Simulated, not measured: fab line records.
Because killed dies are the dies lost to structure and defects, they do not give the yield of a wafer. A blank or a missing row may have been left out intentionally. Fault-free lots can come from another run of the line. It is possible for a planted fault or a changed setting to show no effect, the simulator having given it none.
fab line records | flow sky130
[record] lots = 6 | wafers = 18 | last-day = 50
route steps=708 shown SONOS_TUNNEL@158 SONOS_ONO@168 PAD_OPEN@708
lots that met no fault: taken from a fault-free run of the same line
start-h: the number of hours between the record's first day and the start of the first shown wafer of the lot | wait-h: hours elapsed since this lot's preceding step | " same as the row above | L1.1+2: one row covering several wafers at once | - no value, or no start given | * or withheld: withheld | < > ~ a bound
route shown NAME@n: NAME is a module with steps in the file, n the number in the route of the first one | usual: mean/standard deviation taken from wafers without a fault | same: alike in all rows | chamber/n: place in a boat | sites: readings site by site | _std_site: the values' standard deviation | _edge_site: mean of outer sites minus mean of inner sites | radius-mm: for every site, how far away it sits from the centre of the wafer | mask NAME#n: copy n | behind: the most recent tool/chamber to have shaped the wafer | hold: cause of the lot's hold/its duration in hours/its outcome | device: names the non-switching transistor (n, p or np) | end of line: the route-end tests of the same wafers | a step given without rows: its recipe and nothing more | killed: dies lost to structure and defects at the first sort, not the wafer's yield | map: a wafer's dies, marking killed ones x, the rest . and places with no die _
set.NAME: the setting as run; set.NAME@STEP: as run at that earlier step | model.NAME: the simulator's own value behind a step, which no gauge read
lots at some steps of the route; a table a step, a row a wafer
[[steps]]
[step SKY_SONOS_TUNNEL_EXPOSE_04]
[recipe] mask-id = TUNM | na = 0.6 | source-shape = conventional | sigma-outer = 0.6 | polarization = unpolarized | target-cd-nm = 410 | dose-mj = 136
[step SKY_SONOS_TUNNEL_PEB_05]
[recipe] temp-c = withheld | time-s = * | resist = NOVOLAK
[step SKY_SONOS_TUNNEL_DEVELOP_06]
[recipe] resist = NOVOLAK | developer = TMAH | develop-time-s = 60 | dev-temp-c = 23
[step SKY_SONOS_TUNNEL_CD_MEAS_07]
[recipe] target-cd-nm = 410
[usual] cd-nm = 409.9/2.2
lot.wafer | tool      | chamber | start-h | wait-h | cd-nm
L698.1    | cd-sem-01 | -       | 275.33  | 0.1    | 408.9
L698.2    | "         | -       | "       | "      | 409.5
L698.3    | "         | -       | "       | "      | 407.0
L699.3    | cd-sem-01 | -       | 285.96  | 0.1    | 409.2
L699.4    | "         | -       | "       | "      | 412.7
L699.6    | "         | -       | "       | "      | 410.5
L710.3    | cd-sem-02 | -       | 369.40  | 0.1    | 409.6
L710.4    | "         | -       | "       | "      | 409.2
L710.5    | "         | -       | "       | "      | 409.1
L711.1    | cd-sem-02 | -       | 378.86  | 0.1    | 405.8
L711.3    | "         | -       | "       | "      | 407.1
L711.6    | "         | -       | "       | "      | 406.9
L714.1    | cd-sem-02 | -       | 407.88  | 0.1    | 409.1
L714.2    | "         | -       | "       | "      | 408.5
L714.6    | "         | -       | "       | "      | 409.3
L715.1    | cd-sem-01 | -       | 415.46  | 0.1    | 411.1
L715.2    | "         | -       | "       | "      | 410.5
L715.4    | "         | -       | "       | "      | 411.7
[step SKY_SONOS_TUNNEL_OVL_MEAS_08]
[usual] SONOS_TUNNEL_OVL = -1.1/1.2
lot.wafer | tool       | chamber | start-h | wait-h | SONOS_TUNNEL_OVL[nm]
L698.1    | overlay-02 | -       | 275.45  | 0.1    | -1.7
L698.2    | "          | -       | "       | "      | -1.4
L698.3    | "          | -       | "       | "      | -2.8
L699.3    | overlay-01 | -       | 286.05  | 0.1    | 0.4
L699.4    | "          | -       | "       | "      | -0.5
L699.6    | "          | -       | "       | "      | -1.2
L710.3    | overlay-01 | -       | 369.49  | 0.1    | 0.4
L710.4    | "          | -       | "       | "      | -0.3
L710.5    | "          | -       | "       | "      | -1.4
L711.1    | overlay-02 | -       | 378.98  | 0.1    | 0.7
L711.3    | "          | -       | "       | "      | 0.9
L711.6    | "          | -       | "       | "      | -1.7
L714.1    | overlay-01 | -       | 408.00  | 0.1    | -1.3
L714.2    | "          | -       | "       | "      | -0.5
L714.6    | "          | -       | "       | "      | 0.7
L715.1    | overlay-02 | -       | 415.58  | 0.1    | -0.1
L715.2    | "          | -       | "       | "      | 0.1
L715.4    | "          | -       | "       | "      | -1.1
[step SKY_SONOS_TUNNEL_IMPLANT_09]
[recipe] species = B | energy-kev = 20 | dose-cm2 = 1e+12 | tilt-deg = withheld
[step SKY_SONOS_TUNNEL_WET_ETCH_10]
[recipe] chemistry = dHF | target-depth-nm = 14 | target = SiO2 | dilution = 100:1 | temp-c = 25 | time-s = 280
[step SKY_SONOS_TUNNEL_STRIP_11]
[recipe] chemistry = SPM | time-s = 600 | temp-c = 130
[step SKY_SONOS_TUNNEL_TW_MEAS_12]
[usual] SONOS_TUNNEL_TW = 198.4/0.96
lot.wafer | tool          | chamber | start-h | wait-h | SONOS_TUNNEL_TW
L698.1    | film-metro-02 | -       | 275.93  | 0.0    | 197.9
L698.2    | "             | -       | "       | "      | 198.2
L698.3    | "             | -       | "       | "      | 198.6
L699.3    | film-metro-03 | -       | 286.51  | 0.0    | 198.6
L699.4    | "             | -       | "       | "      | 198.7
L699.6    | "             | -       | "       | "      | 199.9
L710.3    | film-metro-02 | -       | 369.96  | 0.0    | 197.0
L710.4    | "             | -       | "       | "      | 198.3
L710.5    | "             | -       | "       | "      | 197.9
L711.1    | film-metro-02 | -       | 379.42  | 0.0    | 197.5
L711.3    | "             | -       | "       | "      | 198.5
L711.6    | "             | -       | "       | "      | 198.2
L714.1    | film-metro-02 | -       | 408.46  | 0.0    | 198.6
L714.2    | "             | -       | "       | "      | 197.8
L714.6    | "             | -       | "       | "      | 198.1
L715.1    | film-metro-02 | -       | 416.02  | 0.0    | 198.4
L715.2    | "             | -       | "       | "      | 198.9
L715.4    | "             | -       | "       | "      | 199.1
[step SKY_SONOS_TUNNEL_CLEAN_13]
[recipe] chemistry = dHF | time-s = 20 | dilution = 100:1 | dry = ipa-marangoni
[step SKY_SONOS_ONO_OXIDATION_00]
[recipe] temp-c = 800 | ambient = O2 | idle-temp-c = 700 | ramp-up-c-per-min = 10 | ramp-down-c-per-min = 3 | stabilise-s = 600 | purge-s = 300 | target-thk-a = 26 | ox-time-s = 1249
[step SKY_SONOS_ONO_THK_MEAS_01]
[recipe] reads = SiO2_of_SONOS_ONO_OXIDATION_00
[usual] SONOS_ONO_OXIDATION_THK = 2.60/0.05
lot.wafer | tool          | chamber | start-h | wait-h | SONOS_ONO_OXIDATION_THK[nm]
L698.1    | film-metro-03 | -       | 283.98  | 0.0    | 2.57
L698.2    | "             | -       | "       | "      | 2.56
L698.3    | "             | -       | "       | "      | 2.56
L699.3    | film-metro-01 | -       | 296.37  | 0.0    | 2.70
L699.4    | "             | -       | "       | "      | 2.70
L699.6    | "             | -       | "       | "      | 2.65
L710.3    | film-metro-01 | -       | 371.38  | 0.0    | 2.64
L710.4    | "             | -       | "       | "      | 2.61
L710.5    | "             | -       | "       | "      | 2.58
L711.1    | film-metro-03 | -       | 380.84  | 0.0    | 2.53
L711.3    | "             | -       | "       | "      | 2.57
L711.6    | "             | -       | "       | "      | 2.54
L714.1    | film-metro-03 | -       | 409.88  | 0.0    | 2.59
L714.2    | "             | -       | "       | "      | 2.58
L714.6    | "             | -       | "       | "      | 2.65
L715.1    | film-metro-01 | -       | 419.50  | 0.0    | 2.59
L715.2    | "             | -       | "       | "      | 2.55
L715.4    | "             | -       | "       | "      | 2.58
[step SKY_SONOS_ONO_CVD_02]
[recipe] material = Si3N4 | precursor = DCS/NH3 | target-thk-nm = 10.5 | temp-c = 770 | time-s = 180 | pressure-mtorr = 250
[usual] spike-tc-upper-C = 769.3/1.5
lot.wafer | tool     | chamber | start-h | wait-h | spike-tc-upper-C | model.Si3N4_of_SONOS_ONO_CVD_02.thk-nm
L698.1    | lpcvd-02 | 1       | 285.39  | 1.4    | 769.3            | 11.97
L698.2    | "        | 1       | "       | "      | 768.0            | 11.87
L698.3    | "        | 1       | "       | "      | 767.4            | 11.95
L699.3    | lpcvd-02 | 1       | 296.75  | 0.4    | 768.1            | 12.11
L699.4    | "        | 1       | "       | "      | 768.0            | 11.97
L699.6    | "        | 1       | "       | "      | 766.8            | 12.1
L710.3    | lpcvd-02 | 0       | 371.42  | 0.0    | 768.8            | 10.51
L710.4    | "        | 0       | "       | "      | 772.3            | 10.6
L710.5    | "        | 0       | "       | "      | 770.7            | 10.53
L711.1    | lpcvd-02 | 1       | 380.90  | 0.1    | 767.2            | 10.23
L711.3    | "        | 1       | "       | "      | 768.1            | 10.37
L711.6    | "        | 1       | "       | "      | 769.8            | 10.35
L714.1    | lpcvd-02 | 1       | 410.42  | 0.5    | 766.5            | 10.53
L714.2    | "        | 1       | "       | "      | 769.1            | 10.49
L714.6    | "        | 1       | "       | "      | 768.4            | 10.53
L715.1    | lpcvd-02 | 1       | 421.31  | 1.8    | 768.4            | 10.55
L715.2    | "        | 1       | "       | "      | 767.7            | 10.61
L715.4    | "        | 1       | "       | "      | 768.1            | 10.66
[step SKY_SONOS_ONO_THK_MEAS_03]
[recipe] reads = Si3N4_of_SONOS_ONO_CVD_02
[usual] SONOS_ONO_CVD_02_THK = 10.54/0.12
lot.wafer | tool          | chamber | start-h | wait-h | SONOS_ONO_CVD_02_THK[nm]
L698.1    | film-metro-01 | -       | 286.44  | 0.0    | 11.98
L698.2    | "             | -       | "       | "      | 11.84
L698.3    | "             | -       | "       | "      | 11.94
L699.3    | film-metro-03 | -       | 297.82  | 0.0    | 12.09
L699.4    | "             | -       | "       | "      | 11.95
L699.6    | "             | -       | "       | "      | 12.09
L710.3    | film-metro-03 | -       | 372.49  | 0.0    | 10.53
L710.4    | "             | -       | "       | "      | 10.56
L710.5    | "             | -       | "       | "      | 10.55
L711.1    | film-metro-03 | -       | 381.95  | 0.0    | 10.21
L711.3    | "             | -       | "       | "      | 10.35
L711.6    | "             | -       | "       | "      | 10.35
L714.1    | film-metro-01 | -       | 411.47  | 0.0    | 10.53
L714.2    | "             | -       | "       | "      | 10.49
L714.6    | "             | -       | "       | "      | 10.52
L715.1    | film-metro-03 | -       | 422.36  | 0.0    | 10.61
L715.2    | "             | -       | "       | "      | 10.58
L715.4    | "             | -       | "       | "      | 10.68
[step SKY_SONOS_ONO_CVD_04]
[recipe] material = SiO2 | precursor = SiH4/N2O | target-thk-nm = 5.7199 | temp-c = 900 | pressure-mtorr = 400
[step SKY_PAD_OPEN_PROBE_99]
[usual] killed_at_M0_to_M3 = 42/6.4 | killed_at_M4_up = 3.2/1.9 | killed-at-contacts = 24/4.8 | killed-at-front-end = 16/4.4 | killed-at-other = 0.3/0.55 | killed-dies = 86/8.6 | killed-on-rim = 17/3.5 | killed-open = 46/6.6 | killed-short = 39/5.7
[same] gross-dies = 492 | killed-at-back-side = 0
lot.wafer | tool      | chamber | start-h | wait-h | killed_at_M0_to_M3 | killed_at_M4_up | killed-at-contacts | killed-at-front-end | killed-at-other | killed-dies | killed-on-rim | killed-open | killed-short | model.etest.sonos-erased.drive-ua-um | model.etest.sonos-uncharged.r-on-ohm-um | model.etest.cap-ono.gate-log10-a-cm2 | model.etest.cap-ono.gate-bv-v | model.etest.cap-ono.tox-acc-nm | model.etest.sonos-programmed.off-log10-a-um | model.etest.sonos-programmed.vt-v | model.etest.sonos-erased.vt-v
L698.1    | prober-01 | -       | 1103.85 | 0.1    | 39                 | 4               | 26                 | 16                  | 0               | 85          | 25            | 43          | 42           | 124.7                                | 853.9                                   | -8.902                               | 17.08                         | 13.62                          | -13.57                                      | 1.027                             | -1.896
L698.2    | prober-01 | -       | 1103.90 | 0.1    | 55                 | 2               | 18                 | 11                  | 0               | 86          | 18            | 44          | 41           | 149.8                                | 845                                     | -9.091                               | 16.79                         | 13.74                          | -13.19                                      | 0.9365                            | -1.885
L698.3    | prober-01 | -       | 1103.95 | 0.2    | 50                 | 7               | 22                 | 8                   | 0               | 87          | 20            | 44          | 42           | 167.6                                | 835.1                                   | -8.988                               | 17.53                         | 13.66                          | -13.07                                      | 0.9536                            | -1.923
L699.3    | prober-01 | -       | 1112.78 | 0.2    | 46                 | 7               | 27                 | 16                  | 2               | 98          | 21            | 52          | 45           | 153.9                                | 833.3                                   | -8.809                               | 16.72                         | 13.6                           | -13.39                                      | 1.025                             | -1.918
L699.4    | prober-01 | -       | 1112.83 | 0.2    | 39                 | 6               | 23                 | 18                  | 0               | 86          | 16            | 46          | 37           | 146.6                                | 834.1                                   | -8.75                                | 16.92                         | 13.52                          | -13.8                                       | 1.137                             | -1.93
L699.6    | prober-01 | -       | 1112.93 | 0.2    | 45                 | 0               | 17                 | 10                  | 0               | 72          | 17            | 29          | 41           | 152.2                                | 834.8                                   | -8.843                               | 16.87                         | 13.55                          | -13.63                                      | 1.091                             | -1.94
L710.3    | prober-02 | -       | 1163.18 | 0.2    | 46                 | 0               | 32                 | 13                  | 1               | 92          | 18            | 46          | 46           | 171.3                                | 826.8                                   | -8.039                               | 16.72                         | 12.96                          | -14                                         | 1.488                             | -2.235
L710.4    | prober-02 | -       | 1163.23 | 0.2    | 28                 | 6               | 34                 | 11                  | 1               | 80          | 13            | 46          | 34           | 172                                  | 831.2                                   | -8.053                               | 16.51                         | 12.95                          | -13.9                                       | 1.443                             | -2.241
L710.5    | prober-02 | -       | 1163.28 | 0.2    | 39                 | 4               | 30                 | 7                   | 1               | 81          | 19            | 43          | 38           | 162.2                                | 828.8                                   | -7.879                               | 16.66                         | 12.89                          | -13.98                                      | 1.422                             | -2.254
L711.1    | prober-01 | -       | 1172.37 | 0.1    | 47                 | 3               | 21                 | 16                  | 0               | 87          | 18            | 48          | 39           | 187.8                                | 810.3                                   | -7.632                               | 16.1                          | 12.62                          | -14.06                                      | 1.6                               | -2.368
L711.3    | prober-01 | -       | 1172.47 | 0.2    | 40                 | 2               | 20                 | 9                   | 0               | 71          | 21            | 37          | 34           | 214.7                                | 798.3                                   | -7.843                               | 16.38                         | 12.79                          | -13.96                                      | 1.547                             | -2.351
L711.6    | prober-01 | -       | 1172.62 | 0.2    | 40                 | 6               | 15                 | 19                  | 0               | 80          | 19            | 41          | 39           | 195.8                                | 823.5                                   | -7.864                               | 16.49                         | 12.78                          | -13.99                                      | 1.493                             | -2.318
L714.1    | prober-01 | -       | 1182.70 | 0.1    | 52                 | 3               | 30                 | 6                   | 0               | 91          | 18            | 53          | 38           | 205                                  | 819                                     | -8.028                               | 16.65                         | 13.02                          | -13.92                                      | 1.415                             | -2.271
L714.2    | prober-01 | -       | 1182.75 | 0.1    | 36                 | 5               | 28                 | 16                  | 1               | 86          | 18            | 44          | 42           | 195.1                                | 792.7                                   | -7.964                               | 16.63                         | 12.91                          | -13.96                                      | 1.452                             | -2.309
L714.6    | prober-01 | -       | 1182.95 | 0.2    | 39                 | 4               | 24                 | 13                  | 0               | 80          | 21            | 45          | 35           | 185.3                                | 829                                     | -8.16                                | 16.54                         | 13.04                          | -13.94                                      | 1.387                             | -2.22
L715.1    | prober-02 | -       | 1191.57 | 0.1    | 40                 | 2               | 21                 | 20                  | 0               | 83          | 18            | 52          | 31           | 210                                  | 813.3                                   | -7.755                               | 16.17                         | 12.82                          | -14.02                                      | 1.518                             | -2.329
L715.2    | prober-02 | -       | 1191.62 | 0.1    | 45                 | 3               | 13                 | 12                  | 0               | 73          | 12            | 37          | 36           | 180.7                                | 810.9                                   | -7.804                               | 16.1                          | 12.85                          | -13.85                                      | 1.541                             | -2.306
L715.4    | prober-02 | -       | 1191.72 | 0.2    | 41                 | 1               | 25                 | 16                  | 1               | 84          | 15            | 46          | 38           | 186.1                                | 820.4                                   | -7.933                               | 16.18                         | 12.92                          | -14.02                                      | 1.476                             | -2.287
// killed by level:class
L698.1 CONTACT:geometric-particle:open=11 VIA2:geometric-particle:open=7 VIA1:geometric-particle:open=6 LI_CONTACT:geometric-particle:open=5 LOCAL_INTERCONNECT:geometric-particle:short=5 METAL2:geometric-particle:short=5 FIELD_ISO:geometric-particle:short=4 METAL1:geometric-particle:short=4
L698.2 VIA1:geometric-particle:open=13 METAL2:geometric-particle:short=10 VIA2:geometric-particle:open=9 CONTACT:geometric-particle:short=7 VIA3:geometric-particle:open=6 METAL1:geometric-particle:short=6 FIELD_ISO:geometric-particle:short=5 LI_CONTACT:geometric-particle:open=4
L698.3 VIA2:geometric-particle:open=10 LI_CONTACT:geometric-particle:open=8 METAL1:geometric-particle:short=7 VIA1:geometric-particle:open=7 CONTACT:geometric-particle:open=6 METAL2:geometric-particle:short=5 METAL4:geometric-particle:short=5 VIA3:geometric-particle:short=5
L699.3 VIA1:geometric-particle:open=10 LI_CONTACT:geometric-particle:open=9 VIA2:geometric-particle:open=8 CONTACT:geometric-particle:open=6 FIELD_ISO:geometric-particle:open=5 VIA1:geometric-particle:short=5 METAL2:geometric-particle:short=5 FIELD_ISO:geometric-particle:short=4
L699.4 CONTACT:geometric-particle:open=8 VIA2:geometric-particle:open=7 LI_CONTACT:geometric-particle:open=6 VIA1:geometric-particle:open=6 METAL2:geometric-particle:short=6 POLY_GATE:geometric-particle:open=5 METAL4:geometric-particle:short=4 VIA1:geometric-particle:short=4
L699.6 METAL2:geometric-particle:short=11 METAL1:geometric-particle:short=8 LI_CONTACT:geometric-particle:short=5 VIA1:geometric-particle:open=5 LI_CONTACT:geometric-particle:open=4 CONTACT:geometric-particle:open=4 VIA2:geometric-particle:open=4 VIA3:geometric-particle:open=4
L710.3 LI_CONTACT:geometric-particle:open=10 CONTACT:geometric-particle:open=10 VIA1:geometric-particle:open=9 VIA1:geometric-particle:short=8 VIA3:geometric-particle:open=7 METAL1:geometric-particle:short=6 LOCAL_INTERCONNECT:geometric-particle:short=5 CONTACT:geometric-particle:short=5
L710.4 CONTACT:geometric-particle:open=16 LI_CONTACT:geometric-particle:open=10 VIA1:geometric-particle:open=7 METAL1:geometric-particle:short=5 METAL4:geometric-particle:short=5 LI_CONTACT:geometric-particle:short=4 FIELD_ISO:geometric-particle:short=3 POLY_GATE:geometric-particle:open=3
L710.5 LI_CONTACT:geometric-particle:open=9 CONTACT:geometric-particle:open=8 VIA1:geometric-particle:open=8 VIA3:geometric-particle:open=7 LOCAL_INTERCONNECT:geometric-particle:short=7 CONTACT:geometric-particle:short=5 FIELD_ISO:geometric-particle:short=4 VIA2:geometric-particle:short=4
L711.1 VIA3:geometric-particle:open=12 VIA1:geometric-particle:open=8 POLY_GATE:geometric-particle:open=6 METAL1:geometric-particle:short=6 METAL2:geometric-particle:short=6 LI_CONTACT:geometric-particle:open=5 CONTACT:geometric-particle:short=5 CONTACT:geometric-particle:open=5
L711.3 VIA1:geometric-particle:open=9 LI_CONTACT:geometric-particle:open=6 METAL1:geometric-particle:short=6 VIA3:geometric-particle:open=6 LI_CONTACT:geometric-particle:short=5 METAL2:geometric-particle:short=5 CONTACT:geometric-particle:open=4 VIA2:geometric-particle:short=4
L711.6 VIA1:geometric-particle:open=11 CONTACT:geometric-particle:open=7 VIA1:geometric-particle:short=6 METAL2:geometric-particle:short=6 VIA2:geometric-particle:open=6 FIELD_ISO:geometric-particle:short=5 LI_CONTACT:geometric-particle:open=5 POLY_GATE:geometric-particle:short=5
L714.1 VIA1:geometric-particle:open=16 CONTACT:geometric-particle:open=12 CONTACT:geometric-particle:short=9 VIA2:geometric-particle:open=6 VIA3:geometric-particle:open=5 LI_CONTACT:geometric-particle:open=5 METAL2:geometric-particle:short=4 VIA1:geometric-particle:short=4
L714.2 VIA1:geometric-particle:open=11 LI_CONTACT:geometric-particle:open=7 CONTACT:geometric-particle:short=7 LOCAL_INTERCONNECT:geometric-particle:short=6 CONTACT:geometric-particle:open=6 FIELD_ISO:geometric-particle:open=5 VIA1:geometric-particle:short=5 VIA3:geometric-particle:open=5
L714.6 VIA1:geometric-particle:open=12 LOCAL_INTERCONNECT:geometric-particle:short=6 LI_CONTACT:geometric-particle:short=5 VIA3:geometric-particle:open=5 VIA2:geometric-particle:open=5 FIELD_ISO:geometric-particle:open=4 POLY_GATE:geometric-particle:open=4 CONTACT:geometric-particle:short=4
L715.1 CONTACT:geometric-particle:open=12 VIA3:geometric-particle:open=11 FIELD_ISO:geometric-particle:open=8 VIA1:geometric-particle:open=5 VIA2:geometric-particle:open=5 LI_CONTACT:geometric-particle:open=4 FIELD_ISO:geometric-particle:short=4 VIA1:geometric-particle:short=4
L715.2 VIA1:geometric-particle:open=7 VIA3:geometric-particle:open=7 VIA1:geometric-particle:short=6 VIA2:geometric-particle:open=6 VIA2:geometric-particle:short=5 LI_CONTACT:geometric-particle:open=4 VIA3:geometric-particle:short=4 POLY_GATE:geometric-particle:open=3
L715.4 CONTACT:geometric-particle:open=10 LI_CONTACT:geometric-particle:open=8 VIA3:geometric-particle:open=8 VIA1:geometric-particle:short=7 FIELD_ISO:geometric-particle:short=5 METAL1:geometric-particle:short=5 VIA1:geometric-particle:open=5 METAL2:geometric-particle:short=4
[[key]]
[first-sign] step = SKY_SONOS_ONO_THK_MEAS_03 | reading = SONOS_ONO_CVD_02_THK | direction = up | sigmas = 12 | usual = 10.54 | struck = 11.98
effect none on later readings
[model-effect] step = SKY_SONOS_ONO_CVD_02 | value = Si3N4_of_SONOS_ONO_CVD_02.thk-nm | without = 10.49 | struck = 11.99
[model-effect] step = SKY_PAD_OPEN_PROBE_99 | value = etest.sonos-erased.drive-ua-um | without = 194.2 | struck = 149.2
met-at SKY_SONOS_ONO_CVD_02
struck-wafers L698.1,L698.2,L698.3,L699.3,L699.4,L699.6
tester-left-out L698,L699
[fault] kind = process-parameter-drift | tool = lpcvd-02 | chamber = - | onset-h = 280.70 | steps = SKY_SONOS_ONO_CVD_02 | channel = time-s | offset = * | shape = step | end-h = 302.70 | acts-in = * | stated = *
// tester-left-out: of these lots the tester's yield and bins aren't shown, on N5 and GAA mostly nor the transistor test; their killed dies are dies lost to structure and defects alone, not to doping, threshold or leakage, so they don't give the yield
